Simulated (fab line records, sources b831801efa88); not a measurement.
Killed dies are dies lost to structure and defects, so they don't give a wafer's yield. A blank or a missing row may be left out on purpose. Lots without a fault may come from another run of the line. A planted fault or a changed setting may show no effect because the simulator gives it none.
fab line records | flow sky130
record lots=6 wafers=18 last_day=50
route steps=708 shown VIA2@510
lots that met no fault: from a run of the same line without faults
start_h: hours from the record's first day to the start of the lot's first wafer shown | wait_h: hours since the lot's step before | " the same as in the row above | L1.1+2: a row that stands for several wafers | - no value, or no start given | * or withheld: withheld | < > ~ a bound
route shown NAME@n: a module of which the file shows steps, and the number in the route of the first | usual: mean/standard deviation of fault-free wafers | same: alike in all rows | chamber/n: place in a boat | sites: the reading at each site | _std_site: their standard deviation | _edge_site: outer sites' mean less inner sites' | radius_mm: how far each site lies from the wafer's centre | mask NAME#n: copy n | behind: the tool/chamber that last shaped the wafer | hold: why the lot was held/for how many hours/how that ended | device: the transistor (n, p or np) that didn't switch | end of line: the same wafers' tests at the end of the route | a step without rows: its recipe alone | killed: dies lost to structure and defects at the first sort, not the wafer's yield | map: a wafer's dies, x killed, . not, _ none there
set.NAME: the setting as run; set.NAME@STEP: as run at that earlier step | model.NAME: the simulator's own value behind a step, which no gauge read
lots at some steps of the route; a table a step, a row a wafer
services: from which hour (start_h, from the record's first day; less than 0 if before it) a tool's chamber was out of use, for how many hours, and why
## steps
# step SKY_VIA2_BOW_MEAS_03
# recipe mode=bow
# usual VIA2_BOW=85/7.4
# columns lot.wafer tool chamber start_h wait_h VIA2_BOW[um]
L919.1 film_metro-02 - 818.55 0.1 78
L919.2 " - " " 92
L919.4 " - " " 87
L931.1 film_metro-01 - 926.56 0.2 91
L931.2 " - " " 92
L931.5 " - " " 90
L934.2 film_metro-01 - 938.20 0.2 81
L934.3 " - " " 83
L934.5 " - " " 72
L936.2 film_metro-02 - 958.40 0.1 78
L936.5 " - " " 94
L936.6 " - " " 93
L938.3 film_metro-03 - 961.45 0.3 79
L938.5 " - " " 90
L938.6 " - " " 90
L942.1 film_metro-03 - 989.64 0.2 92
L942.5 " - " " 87
L942.6 " - " " 87
# step SKY_VIA2_DEHYDRATE_04
# recipe temp_c=200 time_s=60
# step SKY_VIA2_HMDS_05
# recipe prime_time_s=60 prime_temp_c=120
# step SKY_VIA2_COAT_06
# recipe resist=BARC temp_c=withheld time_s=withheld spin_rpm=3000 resist_thk_nm=60
# step SKY_VIA2_COAT_07
# recipe resist=KrF-thick spin_rpm=3000 resist_thk_nm=450
# step SKY_VIA2_SOFTBAKE_08
# recipe temp_c=100 time_s=90 resist=KrF-thick
# step SKY_VIA2_EXPOSE_09
# recipe mask_id=VIM2 na=0.8 source_shape=annular sigma_inner=0.55 sigma_outer=0.85 target_cd_nm=200 dose_mj=38
# step SKY_VIA2_PEB_10
# recipe peb_temp_c=withheld peb_time_s=withheld resist=KrF-thick
# step SKY_VIA2_DEVELOP_11
# recipe develop_time_s=60 resist=KrF-thick dev_temp_c=21
# step SKY_VIA2_CD_MEAS_12
# recipe target_cd_nm=200
# usual cd_nm=199.6/1.4
# columns lot.wafer tool chamber start_h wait_h cd_nm
L919.1 cd_sem-01 - 844.10 - 201.8
L919.2 " - " " 201.3
L919.4 " - " " 200.1
L931.1 cd_sem-01 - 951.06 - 202.6
L931.2 " - " " 200.4
L931.5 " - " " 200.0
L934.2 cd_sem-02 - 962.23 - 199.9
L934.3 " - " " 200.8
L934.5 " - " " 201.4
L936.2 cd_sem-01 - 981.84 - 197.7
L936.5 " - " " 197.1
L936.6 " - " " 198.2
L938.3 cd_sem-01 - 985.31 - 198.3
L938.5 " - " " 199.4
L938.6 " - " " 199.7
L942.1 cd_sem-02 - 1013.11 - 200.4
L942.5 " - " " 200.1
L942.6 " - " " 199.7
# step SKY_VIA2_OVL_MEAS_13
# usual VIA2_OVL=3/5.8
# columns lot.wafer tool chamber start_h wait_h VIA2_OVL[nm]
L919.1 overlay-01 - 844.22 0.1 3
L919.2 " - " " 8
L919.4 " - " " 14
L931.1 overlay-01 - 951.18 0.1 -8
L931.2 " - " " 2
L931.5 " - " " -3
L934.2 overlay-02 - 962.34 0.1 6
L934.3 " - " " 10
L934.5 " - " " 14
L936.2 overlay-01 - 981.95 0.1 2
L936.5 " - " " 4
L936.6 " - " " 3
L938.3 overlay-02 - 985.40 0.1 25
L938.5 " - " " 18
L938.6 " - " " 10
L942.1 overlay-02 - 1013.23 0.1 5
L942.5 " - " " -3
L942.6 " - " " 0
# step SKY_VIA2_ETCH_14
# recipe chemistry=N2/H2 target=BARC ion_energy_ev=200 source_w=500 bias_w=100 pressure_mtorr=30 n2_flow_sccm=100 h2_flow_sccm=200 stop_on=SiO2 time_s=45.9 target_depth_a=600
# usual bias_w=100.02/0.28 chamber_pressure_mTorr=29.996/0.025 drypump_motor_current_A=5.6/0.42 n2_flow_sccm=100.0/0.31 oes_product_au=0.855/0.0044 rf_fwd_power_W=495.2/1.8 throttle_valve_pct=13.224/0.0081
# columns lot.wafer tool chamber start_h wait_h bias_w chamber_pressure_mTorr drypump_motor_current_A n2_flow_sccm oes_product_au rf_fwd_power_W rf_hours_counter_h throttle_valve_pct
L919.1 rie_diel-03 3 844.26 0.0 99.74 30.035 6.0 100.4 0.856 491.5 15 13.240
L919.2 " 1 " " 99.96 29.963 5.5 99.4 0.851 492.6 10 13.234
L919.4 " 0 " " 100.55 29.951 5.9 99.8 0.860 491.9 1 13.210
L931.1 rie_diel-01 3 951.22 0.0 99.99 29.975 5.6 99.6 0.860 496.4 24 13.232
L931.2 " 0 " " 100.43 30.017 4.8 100.1 0.859 497.0 26 13.225
L931.5 " 0 " " 100.23 30.017 4.8 99.8 0.853 496.6 - 13.223
L934.2 rie_diel-04 1 962.37 0.0 99.58 30.004 5.6 99.7 0.853 494.5 13 13.226
L934.3 " 2 " " 99.85 29.945 6.0 100.1 0.851 494.4 16 13.223
L934.5 " 3 " " 100.13 30.051 6.4 99.9 0.854 496.2 - 13.232
L936.2 rie_diel-04 2 981.98 0.0 99.58 30.051 6.0 100.2 0.848 493.0 17 13.222
L936.5 " 1 " " 99.73 30.035 5.6 100.2 0.857 497.6 - 13.221
L936.6 " 0 " " 100.32 29.978 5.5 99.9 0.859 495.9 - 13.215
L938.3 rie_diel-03 2 985.43 0.0 100.12 29.994 5.1 100.4 0.858 494.0 12 13.218
L938.5 " 0 " " 100.24 29.961 6.0 100.2 0.850 494.9 - 13.214
L938.6 " 1 " " 99.86 30.007 5.5 99.9 0.851 498.3 - 13.214
L942.1 rie_diel-04 2 1013.27 0.0 100.06 29.985 6.0 99.9 0.854 492.9 18 13.236
L942.5 " 3 " " 99.91 30.001 6.4 100.1 0.857 496.6 - 13.219
L942.6 " 2 " " 99.99 30.015 6.0 100.5 0.847 495.4 - 13.224
# step SKY_VIA2_ETCH_15
# recipe target=SiO2 chemistry=C4F8/O2/Ar target_depth_nm=546 stop_on=TiN mask_material=KrF-thick source_w=1500 bias_w=1200 pressure_mtorr=40 c4f8_flow_sccm=withheld O2_flow_sccm=6 Ar_flow_sccm=300 time_s=84
# usual bias_w=1200/3.8 chamber_pressure_mTorr=40.00/0.038 oes_product_au=0.939/0.0052 rf_fwd_power_W=1490/4.8
# columns lot.wafer tool chamber start_h wait_h bias_w chamber_pressure_mTorr oes_product_au rf_fwd_power_W rf_hours_counter_h model.KrF-thick_of_VIA2_COAT_07.thk_nm
L919.1 rie_diel-03 3 844.30 0.0 1203 40.04 0.934 1490 15 278.6
L919.2 " 1 " " 1202 40.01 0.936 1493 10 280.6
L919.4 " 0 " " 1196 40.01 0.936 1488 1 281.7
L931.1 rie_diel-01 3 951.26 0.0 1198 39.98 0.936 1491 24 290.3
L931.2 " 0 " " 1197 39.95 0.949 1500 26 285.9
L931.5 " 0 " " 1196 40.05 0.942 1497 - 288.5
L934.2 rie_diel-04 1 962.41 0.0 1189 39.95 0.941 1494 13 280.4
L934.3 " 2 " " 1199 40.05 0.928 1485 16 280.6
L934.5 " 3 " " 1195 40.07 0.942 1496 - 283.8
L936.2 rie_diel-04 2 982.02 0.0 - - - - - 390
L936.5 " 1 " " - - - - - 390.8
L936.6 " 0 " " - - - - - 391.2
L938.3 rie_diel-03 2 985.47 0.0 - - - - - 393.4
L938.5 " 0 " " - - - - - 392.9
L938.6 " 1 " " - - - - - 392.2
L942.1 rie_diel-04 2 1013.31 0.0 1204 40.02 0.936 1486 18 281.7
L942.5 " 3 " " 1209 39.98 0.942 1494 - 287
L942.6 " 2 " " 1202 40.07 0.937 1491 - 284.8
# step SKY_VIA2_STRIP_16
# recipe chemistry=O2/N2 power_w=1400 pressure_mtorr=1500 platen_temp_c=withheld o2_flow_sccm=3000 n2_flow_sccm=300 overash_fraction=0.5
# usual chamber_pressure_mTorr=1499.9/1.2 drypump_motor_current_A=5.70/0.3 n2_flow_sccm=300.0/0.89 oes_product_au=0.398/0.0048 strip_time_to_endpoint_s=4.045/0.027
# columns lot.wafer tool chamber start_h wait_h chamber_pressure_mTorr drypump_motor_current_A n2_flow_sccm oes_product_au rf_hours_counter_h strip_time_to_endpoint_s
L919.1 plasma_asher-01 1 844.36 0.0 1501.1 5.83 298.7 0.405 43 3.988
L919.2 " 0 " " 1500.9 5.58 299.6 0.403 43 4.021
L919.4 " 1 " " 1499.1 5.85 300.4 0.404 - 4.029
L931.1 plasma_asher-04 1 951.32 0.0 1498.5 5.80 300.0 0.396 116 4.111
L931.2 " 0 " " 1499.0 6.22 299.3 0.394 116 4.093
L931.5 " 0 " " 1501.1 6.23 300.6 0.403 - 4.090
L934.2 plasma_asher-04 1 962.47 0.0 1499.4 5.78 299.8 0.393 117 4.016
L934.3 " 1 " " 1497.8 5.77 300.1 0.395 - 4.034
L934.5 " 0 " " 1501.1 6.23 299.2 0.402 - 4.042
L936.2 plasma_asher-01 1 982.08 0.0 1501.3 5.78 301.1 0.440 55 5.193
L936.5 " 0 " " 1499.5 5.62 300.3 0.447 - 5.193
L936.6 " 1 " " 1499.2 5.82 300.2 0.442 - 5.185
L938.3 plasma_asher-01 1 985.57 0.1 1499.3 5.80 298.2 0.444 - 5.201
L938.5 " 0 " " 1500.1 5.60 298.7 0.433 - 5.208
L938.6 " 1 " " 1501.0 5.83 299.0 0.447 - 5.204
L942.1 plasma_asher-01 1 1013.37 0.0 1497.9 5.77 298.9 0.400 59 4.023
L942.5 " 1 " " 1499.9 5.82 298.7 0.394 - 4.078
L942.6 " 0 " " 1496.9 5.57 300.0 0.395 - 4.051
# step SKY_VIA2_STRIP_17
# recipe chemistry=post_etch_residue_remover time_s=1200 temp_c=72.5
## services
# columns tool chamber start_h hours kind
rie_diel-04 3 853.37 7.4 repair
rie_diel-01 - 857.77 0.6 repair
rie_diel-01 - 865.98 2.8 pm
rie_diel-04 0 881.71 4.0 repair
rie_diel-04 3 887.79 5.6 repair
rie_diel-03 0 899.35 15.1 repair
plasma_asher-01 - 901.30 12.1 repair
plasma_asher-04 - 903.41 7.3 repair
rie_diel-01 3 921.82 28.7 repair
rie_diel-04 0 935.67 9.3 repair
plasma_asher-01 - 965.54 11.5 repair
rie_diel-03 3 999.98 4.8 repair
plasma_asher-04 - 1007.79 15.6 pm
## key
first_sign step=SKY_VIA2_ETCH_15 reading=tool_record direction=missing
effect step=SKY_VIA2_STRIP_16 reading=strip_time_to_endpoint_s direction=up sigmas=42 usual=* struck=*
model_effect step=SKY_VIA2_ETCH_15 value=KrF-thick_of_VIA2_COAT_07.thk_nm without=283 struck=391.8
met_at SKY_VIA2_ETCH_15
struck_wafers L936.2,L936.5,L936.6,L938.3,L938.5,L938.6
later_rows_left_out L936.2,L936.5,L936.6,L938.3,L938.5,L938.6
sort_left_out L936.2,L936.5,L936.6,L938.3,L938.5,L938.6
onset_between 962.41 982.02
fault kind=skipped_step_whole tool=rie_diel-03,rie_diel-04 chamber=- onset_h=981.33 steps=SKY_VIA2_ETCH_15 scope=struck_lots_only
# sort_left_out: the simulated sort isn't trusted on such a fault, so these wafers' sort isn't shown, and their yield isn't known
# later_rows_left_out: the simulator's readings of these wafers behind a module that went badly wrong aren't trusted and aren't shown, but for the sort
